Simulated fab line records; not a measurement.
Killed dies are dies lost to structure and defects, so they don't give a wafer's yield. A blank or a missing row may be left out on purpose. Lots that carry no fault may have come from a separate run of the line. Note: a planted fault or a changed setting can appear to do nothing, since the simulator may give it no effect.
2 desks, one fault ; flow sky130 ; numbers are kept per desk, each desk with only its own; the story behind them comes last

## TOOL OWNER'S DESK, pvd_sputter-03
The tool's own readings at SKY_LOCAL_INTERCONNECT_SPUTTER_00 (material TiN, target thk 100 nm, time 83.3 s): means of the sampled wafers that have a number, for each lot that ran on this tool. The brackets show how far a lot's mean lies from the usual mean; more than 4 standard deviations puts the lot out of limits, marked OUT.
Columns: A = cathode_dc_power_W at SKY_LOCAL_INTERCONNECT_SPUTTER_00, usual 6500.0 W; B = throttle_valve_pct at SKY_LOCAL_INTERCONNECT_SPUTTER_00, usual 30.2 %
lot;first seen here;A;B
L442;day 31 10:58;6499.1;30.4
L444;day 32 05:15;6499.1;31.0
L450;day 33 21:41;6500.0;29.7
L452;day 34 13:58;6254.9 (-99 or more) OUT;29.8
This desk's finding: out of limits on L452; first on L452, day 34 13:58 (cathode_dc_power_W at SKY_LOCAL_INTERCONNECT_SPUTTER_00). Within limits: L442, L444, L450.

## METROLOGY DESK
What the gauges read, lot by lot, whatever tool the lot ran on: means of the sampled wafers that have a number. The brackets show how far a lot's mean lies from the usual mean; more than 4 standard deviations puts the lot out of limits, marked OUT.
Columns: A = LOCAL_INTERCONNECT_TIN_RS at SKY_LOCAL_INTERCONNECT_RS_MEAS_01, usual 14.16 ohm/sq; B = LOCAL_INTERCONNECT_TIN_THK at SKY_LOCAL_INTERCONNECT_THK_MEAS_02, usual 98.8 nm; C = cd_nm at SKY_LOCAL_INTERCONNECT_CD_MEAS_11, usual 169.4 nm; D = CONTACT_BOW at SKY_CONTACT_BOW_MEAS_05, usual 82 um
lot;first seen here;A;B;C;D
L437;day 29 18:14;14.27;97.6;169.2;81
L439;day 30 06:16;14.14;99.3;171.8;78
L442;day 31 11:02;14.13;98.3;170.1;81
L443;day 31 16:07;14.38;97.6;169.8;78
L444;day 32 05:21;14.10;99.2;170.1;92
L450;day 33 21:45;14.28;98.0;171.5;86
L452;day 34 14:02;15.09 (+6.6) OUT;93.8 (-5.4) OUT;170.4;83
L453;day 34 22:07;14.24;98.7;171.8;87
L455;day 35 08:09;13.89;100.8;169.3;82
L459;day 36 13:34;13.98;99.1;170.3;84
This desk's finding: out of limits on L452; first on L452, day 34 14:02 (LOCAL_INTERCONNECT_TIN_RS at SKY_LOCAL_INTERCONNECT_RS_MEAS_01). Within limits: L437, L439, L442, L443, L444, L450, L453, L455, L459.

## ALL TOGETHER
The tool owner's desk could have raised an alarm at day 34 13:58, on L452.
On L452, the metrology desk was in a position to raise an alarm at day 34 14:02.
Of the lots named, all ran SKY_LOCAL_INTERCONNECT_SPUTTER_00 on pvd_sputter-03.

## WHAT THE SIMULATOR PUT IN
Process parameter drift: pvd_sputter-03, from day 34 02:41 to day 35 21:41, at SKY_LOCAL_INTERCONNECT_SPUTTER_00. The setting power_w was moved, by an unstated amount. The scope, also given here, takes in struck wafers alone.
Shown lots that were struck: L452.
Fault start to first reading out of limits, in hours, per desk: tool owner, 11; metrology, 11.
